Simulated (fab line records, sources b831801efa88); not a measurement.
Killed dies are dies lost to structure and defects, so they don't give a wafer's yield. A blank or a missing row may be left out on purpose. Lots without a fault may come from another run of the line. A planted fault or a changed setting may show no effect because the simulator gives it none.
Which tool did it? | flow sky130 | 13 lots, 39 wafers sampled, at 4 steps of a route of 708

WHAT THE GAUGES READ, wafer by wafer
SKY_SD_P_TW_MEAS_11. Usual: SD_P_TW 2811, standard deviation 20.
lot  | measured     | on            | SD_P_TW        | flag
L178 | day 25 13:55 | film_metro-01 | 2806 2781 2810 |
L179 | day 26 07:57 | film_metro-04 | 2777 2778 2762 |
L181 | day 27 00:43 | film_metro-01 | 2815 2796 2812 |
L180 | day 27 02:18 | film_metro-01 | 2801 2811 2794 |
L182 | day 27 10:47 | film_metro-02 | 2801 2807 2806 |
L189 | day 30 19:19 | film_metro-04 | 3000 2981 2999 | OFF
L191 | day 30 20:48 | film_metro-02 | 3008 2997 2994 | OFF
L195 | day 31 08:22 | film_metro-04 | 2823 2828 2831 |
L196 | day 31 23:06 | film_metro-04 | 2845 2839 2839 |
L197 | day 31 23:44 | film_metro-04 | 2836 2842 2833 |
L199 | day 32 15:27 | film_metro-04 | 2828 2814 2808 |
L198 | day 32 16:29 | film_metro-01 | 2803 2818 2810 |
L201 | day 33 07:31 | film_metro-04 | 2835 2848 2844 |

SKY_SD_N_RS_MEAS_17: measures by four-point-probe. Usual: SD_P_RS 147.1 ohm/sq, standard deviation 0.37.
lot  | measured     | on            | SD_P_RS (ohm/sq)  | flag
L178 | day 27 23:38 | film_metro-04 | 147.4 147.9 147.3 |
L179 | day 28 18:40 | film_metro-04 | 146.4 147.1 146.4 |
L181 | day 29 09:00 | film_metro-04 | 146.9 147.0 146.6 |
L180 | day 29 11:07 | film_metro-04 | 147.7 147.1 147.0 |
L182 | day 29 19:41 | film_metro-02 | 147.0 146.8 146.7 |
L189 | day 33 01:57 | film_metro-04 | 142.2 141.8 142.0 | OFF
L191 | day 33 04:13 | film_metro-04 | 142.1 142.2 142.1 | OFF
L195 | day 33 13:12 | film_metro-04 | 147.1 146.7 146.8 |
L196 | day 34 04:35 | film_metro-01 | 147.0 147.1 147.3 |
L197 | day 34 06:18 | film_metro-02 | 147.1 147.5 147.7 |
L199 | day 34 20:46 | film_metro-04 | 147.1 147.6 147.0 |
L198 | day 34 22:06 | film_metro-04 | 147.5 146.9 146.6 |
L201 | day 35 13:50 | film_metro-01 | 147.2 147.2 146.7 |

WHICH TOOL RAN EACH LOT (tool, then ch and the chambers of the sampled wafers, then the start)
lot  | SKY_SD_P_IMPLANT_09             | SKY_SD_P_STRIP_10
L178 | implanter-01 ch 0, day 25 13:42 | plasma_asher-04 ch 0,1, day 25 13:50
L179 | implanter-01 ch 0, day 26 07:42 | plasma_asher-01 ch 0,1, day 26 07:51
L181 | implanter-03 ch 0, day 27 00:30 | plasma_asher-02 ch 0,1, day 27 00:38
L180 | implanter-03 ch 0, day 27 02:03 | plasma_asher-02 ch 0,1, day 27 02:12
L182 | implanter-01 ch 0, day 27 10:34 | plasma_asher-01 ch 0,1, day 27 10:41
L189 | implanter-02 ch 0, day 30 19:06 | plasma_asher-02 ch 0,1, day 30 19:14
L191 | implanter-02 ch 0, day 30 20:33 | plasma_asher-01 ch 0,1, day 30 20:42
L195 | implanter-03 ch 0, day 31 08:09 | plasma_asher-02 ch 0,1, day 31 08:17
L196 | implanter-01 ch 0, day 31 22:53 | plasma_asher-02 ch 0,1, day 31 23:01
L197 | implanter-03 ch 0, day 31 23:29 | plasma_asher-02 ch 0,1, day 31 23:38
L199 | implanter-03 ch 0, day 32 15:12 | plasma_asher-02 ch 1, day 32 15:21
L198 | implanter-03 ch 0, day 32 16:14 | plasma_asher-01 ch 0,1, day 32 16:23
L201 | implanter-01 ch 0, day 33 07:18 | plasma_asher-01 ch 0,1, day 33 07:25
- SKY_SD_P_IMPLANT_09
- SKY_SD_P_STRIP_10: strips in O2/N2.

WHAT THE TOOLS THEMSELVES READ (means of the sampled wafers that have a number; where no wafer has one, the mark that the record gives instead)
SKY_SD_P_IMPLANT_09. Usual: beam_on_s 15.6 s, standard deviation 1.8; dose_ions_cm2 3e+15, standard deviation 3.2e+12.
lot  | tool         | beam_on_s (s) | dose_ions_cm2 | flag
L178 | implanter-01 | 15.3          | 3e+15         |
L179 | implanter-01 | 14.8          | 3e+15         |
L181 | implanter-03 | 13.8          | 3e+15         |
L180 | implanter-03 | 13.5          | 3e+15         |
L182 | implanter-01 | 14.9          | 3e+15         |
L189 | implanter-02 | 25.9          | 4e+15         | OFF
L191 | implanter-02 | 26.3          | 4e+15         | OFF
L195 | implanter-03 | 13.9          | 3e+15         |
L196 | implanter-01 | 15.1          | 3e+15         |
L197 | implanter-03 | 13.6          | 3e+15         |
L199 | implanter-03 | 13.7          | 3e+15         |
L198 | implanter-03 | 13.9          | 3e+15         |
L201 | implanter-01 | 15.0          | 3e+15         |

SKY_SD_P_STRIP_10. Usual: drypump_motor_current_A 5.76 A, standard deviation 0.17; oes_product_au 0.618 a.u., standard deviation 0.0045; strip_time_to_endpoint_s 17.50 s, standard deviation 0.038.
lot  | tool            | drypump_motor_current_A (A) | oes_product_au (a.u.) | strip_time_to_endpoint_s (s) | flag
L178 | plasma_asher-04 | 5.64                        | 0.622                 | 17.57                        |
L179 | plasma_asher-01 | 5.96                        | 0.618                 | 17.48                        |
L181 | plasma_asher-02 | 5.61                        | 0.617                 | 17.49                        |
L180 | plasma_asher-02 | 5.62                        | 0.614                 | 17.47                        |
L182 | plasma_asher-01 | 5.96                        | 0.619                 | 17.49                        |
L189 | plasma_asher-02 | 5.69                        | 0.593                 | 18.26                        | OFF
L191 | plasma_asher-01 | 5.97                        | 0.600                 | 18.25                        | OFF
L195 | plasma_asher-02 | 5.71                        | 0.619                 | 17.51                        |
L196 | plasma_asher-02 | 5.71                        | 0.616                 | 17.48                        |
L197 | plasma_asher-02 | 5.69                        | 0.618                 | 17.52                        |
L199 | plasma_asher-02 | 5.54                        | 0.618                 | 17.54                        |
L198 | plasma_asher-01 | 5.95                        | 0.616                 | 17.55                        |
L201 | plasma_asher-01 | 5.98                        | 0.615                 | 17.52                        |

THE ANSWER, worked out from the rows above alone
Rule: a lot is off if the mean of its wafers that have a number lies more than 3 standard deviations from the usual mean. A lot without any number at a reading at which 4 lots or more have one is off too. The other lots that the step has rows for count as sound. The gauges are gone through in route order, then the tools' own readings, and for those a lot's mean is taken as printed above. The first step at which some lot is off is used, and at that step the reading that is off furthest; a lot without a number counts as furthest.
Off: L189, L191, at SKY_SD_P_TW_MEAS_11 (SD_P_TW).
A tool fits if, at a process step before that reading, it ran every lot that is off, and no sound lot after the first of them. The gauges at SKY_SD_P_TW_MEAS_11 aren't tried: what is off there is off at SKY_SD_P_IMPLANT_09 too, on other tools, and a gauge's error can't cause that. One fits: implanter-02 at SKY_SD_P_IMPLANT_09. It ran no sound lot before its first lot that is off in this sample, so the start can't be narrowed down.
The tool's own readings at SKY_SD_P_IMPLANT_09 bear it out: on the lots that are off they differ by more than 5 times the standard deviation of the sound lots' means. beam_on_s reads 26.1 s there against 14.3 s on the sound lots; dose_ions_cm2 reads 4e+15 there against 3e+15 on the sound lots.

WHAT THE SIMULATOR HAD PUT IN
Process parameter drift: implanter-02, from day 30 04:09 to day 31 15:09, at SKY_SD_P_IMPLANT_09. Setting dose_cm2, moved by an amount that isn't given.
Lots struck among those shown: L189, L191. The rule above found the same.
